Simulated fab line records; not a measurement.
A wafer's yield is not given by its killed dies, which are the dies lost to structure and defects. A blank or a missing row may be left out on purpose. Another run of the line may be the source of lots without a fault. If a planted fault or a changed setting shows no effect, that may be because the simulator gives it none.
Matching of chambers / flow sfq line / cmp-02 running SFQ_TRILAYER_I0_CMP_CMP_028: 4 sister chambers
The step polishes SiO2. 16 wafers are shown with their chamber, then 7 later ones without.

WAFERS WITH THEIR CHAMBER
wafer=L354.4; chamber=3; motor current A (A)=11.1; edge zone pressure frac=0.994; time to endpoint s (s)=222
wafer=L354.2; chamber=2; motor current A (A)=9.9; edge zone pressure frac=0.995; time to endpoint s (s)=218
wafer=L354.6; chamber=3; motor current A (A)=10.9; edge zone pressure frac=0.994; time to endpoint s (s)=220
wafer=L357.1; chamber=2; motor current A (A)=10.2; edge zone pressure frac=1.002; time to endpoint s (s)=224
wafer=L357.5; chamber=0; motor current A (A)=9.4; edge zone pressure frac=1.007; time to endpoint s (s)=189
wafer=L358.1; chamber=1; motor current A (A)=8.7; edge zone pressure frac=1.008; time to endpoint s (s)=208
wafer=L358.3; chamber=0; motor current A (A)=9.4; edge zone pressure frac=0.997; time to endpoint s (s)=185
wafer=L359.5; chamber=2; motor current A (A)=10.2; edge zone pressure frac=1.006; time to endpoint s (s)=192
wafer=L367.1; chamber=2; motor current A (A)=9.7; edge zone pressure frac=0.999; time to endpoint s (s)=226
wafer=L367.5; chamber=3; motor current A (A)=11.9; edge zone pressure frac=0.995; time to endpoint s (s)=216
wafer=L367.6; chamber=2; motor current A (A)=10.1; edge zone pressure frac=1.007; time to endpoint s (s)=230
wafer=L368.1; chamber=1; motor current A (A)=9.1; edge zone pressure frac=1.003; time to endpoint s (s)=207
wafer=L368.4; chamber=0; motor current A (A)=9.3; edge zone pressure frac=0.988; time to endpoint s (s)=226
wafer=L368.5; chamber=0; motor current A (A)=9.5; edge zone pressure frac=0.997; time to endpoint s (s)=220
wafer=L369.2; chamber=2; motor current A (A)=10.1; edge zone pressure frac=0.993; time to endpoint s (s)=218
wafer=L369.4; chamber=1; motor current A (A)=8.8; edge zone pressure frac=1.007; time to endpoint s (s)=212

SIGNATURES (averages over the wafers above)
reading=motor current A; chamber 0=9.400; chamber 1=8.867; chamber 2=10.033; chamber 3=11.300; scatter within a chamber=0.268
reading=edge zone pressure frac; chamber 0=0.99725; chamber 1=1.00600; chamber 2=1.00033; chamber 3=0.99433; scatter within a chamber=0.00547
reading=time to endpoint s; chamber 0=205.00; chamber 1=209.00; chamber 2=218.00; chamber 3=219.33; scatter within a chamber=13.8
Rule: distance of a wafer from a chamber = root of the sum over the readings of ((wafer's reading minus chamber's mean) / reading's scatter) squared. If the next closest chamber is less than 2 further off than the closest, the wafer can't be placed; otherwise it belongs to the closest. How the scatter is found: for the shown wafers, subtract from each reading the mean of its chamber, square and add these, divide the total by (wafers less chambers), then take the root.

WAFERS WITHOUT THEIR CHAMBER
wafer=L369.3; motor current A (A)=9.7; edge zone pressure frac=1.005; time to endpoint s (s)=209
wafer=L372.1; motor current A (A)=9.1; edge zone pressure frac=0.999; time to endpoint s (s)=223
wafer=L372.2; motor current A (A)=9.1; edge zone pressure frac=1.006; time to endpoint s (s)=209
wafer=L372.5; motor current A (A)=9.1; edge zone pressure frac=0.998; time to endpoint s (s)=203
wafer=L373.3; motor current A (A)=8.5; edge zone pressure frac=1.002; time to endpoint s (s)=206
wafer=L373.2; motor current A (A)=11.6; edge zone pressure frac=1.007; time to endpoint s (s)=220
wafer=L373.5; motor current A (A)=9.3; edge zone pressure frac=1.001; time to endpoint s (s)=207

EACH ONE'S CHAMBER
wafer=L369.3; from the rows above=can't be placed: 2 or 0 or 1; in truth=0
wafer=L372.1; from the rows above=can't be placed: 0 or 1 or 2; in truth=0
wafer=L372.2; from the rows above=can't be placed: 1 or 0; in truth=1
wafer=L372.5; from the rows above=can't be placed: 0 or 1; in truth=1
wafer=L373.3; from the rows above=can't be placed: 1 or 0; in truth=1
wafer=L373.2; from the rows above=3; in truth=3
wafer=L373.5; from the rows above=can't be placed: 0 or 1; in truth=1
Placed correctly: 1 of 7. From these rows, 6 cannot be placed; in 6 the true chamber is one of the candidates. Number placed wrongly: 0.
